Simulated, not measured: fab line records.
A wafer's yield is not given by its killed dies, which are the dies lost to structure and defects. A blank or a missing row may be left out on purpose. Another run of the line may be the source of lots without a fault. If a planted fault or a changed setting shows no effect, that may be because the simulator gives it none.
A lot that was struck, set against a sound lot | flow sky130 | 15 steps out of a route of 708
Sound: the wafers L594.1, L594.2, L594.5. The struck wafers were L600.1, L600.2, L600.6. The cause is given at the end.
Per side, at each step with rows, come the tool, then ch with its chambers, and then its first start. Under that, the readings that differ: sound wafers | struck wafers | difference of the means | sigmas: that difference in standard deviations of wafers without a fault.
alike: readings whose means differ by less than 2 such deviations, and words and numbers that are the same on both sides. not compared: withheld readings, readings that some wafer has no value for, bounds like >300 that may hide the same value, and numbers for which the record gives no deviation and whose values overlap.
The two part at a step that has a row with sigmas, a row that says differs or no value, or rows on one side only. Non-overlapping numbers with no deviation appear without sigmas and do not part them. A reading that every wafer of one side lacks parts them only if that side has two wafers or more.

SKY_POLY_GATE_THK_MEAS_21:
  sound on filmMetro-01 at day 18 02:26; struck on filmMetro-04 at day 20 16:26
  alike: POLY_GATE_OXIDATION_THK
SKY_POLY_GATE_CD_MEAS_22:
  sound on cdSem-02 at day 18 02:29; struck on cdSem-02 at day 20 16:30
  alike: cdNm
then, 7 steps without rows for these wafers: SKY_LDD_N_DEHYDRATE_00 (time 60 s); SKY_LDD_N_HMDS_01 (prime time 60 s); SKY_LDD_N_COAT_02 (resist thk 300 nm); SKY_LDD_N_SOFTBAKE_03 (time 60 s); SKY_LDD_N_EXPOSE_04 (exposes mask NTM, target cd 840 nm); SKY_LDD_N_PEB_05; SKY_LDD_N_DEVELOP_06 (develop time 60 s).
SKY_LDD_N_OVL_MEAS_07:
  sound on overlay-02 at day 19 08:06; struck on overlay-02 at day 21 23:02
  alike: LDD_N_OVL
then, 2 steps without rows for these wafers: SKY_LDD_N_IMPLANT_08; SKY_LDD_N_IMPLANT_09.
SKY_LDD_N_IMPLANT_10:
  sound on implanter-02 ch 0, day 19 08:26; struck on implanter-03 ch 0, day 21 23:22
reading                  | sound                | struck               | difference | sigmas
beamEnergyKeV            | 19.992 20.005 19.992 | 18.498 18.500 18.494 | -1.499     | -99 or more
model.implant.rpNm (nm)  | 16.24 16.24 16.24    | 15.3 15.3 15.3       | -0.9       | 
model.implant.drpNm (nm) | 7.212 7.212 7.212    | 6.836 6.836 6.836    | -0.376     | 
next, for these wafers, 1 step has no rows: SKY_LDD_N_IMPLANT_11.
-- record jumps: 27 days separate the struck wafers' starts on either side; left off in module LDD_N, taken up again in module PAD_OPEN, whose first shown step is the route's number 708 --
SKY_PAD_OPEN_PROBE_99:
  sound on prober-01 at day 46 20:54; struck on prober-01 at day 48 12:01
  alike: killed_at_M0_to_M3, killed_at_M4_up, killedAtContacts, killedAtFrontEnd, killedAtOther, killedDies, killedOnRim, killedOpen, killedShort

WHERE THEY PART
Only at SKY_LDD_N_IMPLANT_10, within this record. Later steps at which nothing parts them and some readings are alike: SKY_PAD_OPEN_PROBE_99.

WHY: the cause the simulator had injected
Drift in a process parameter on implanter-03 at SKY_LDD_N_IMPLANT_10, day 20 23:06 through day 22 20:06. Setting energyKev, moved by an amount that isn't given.
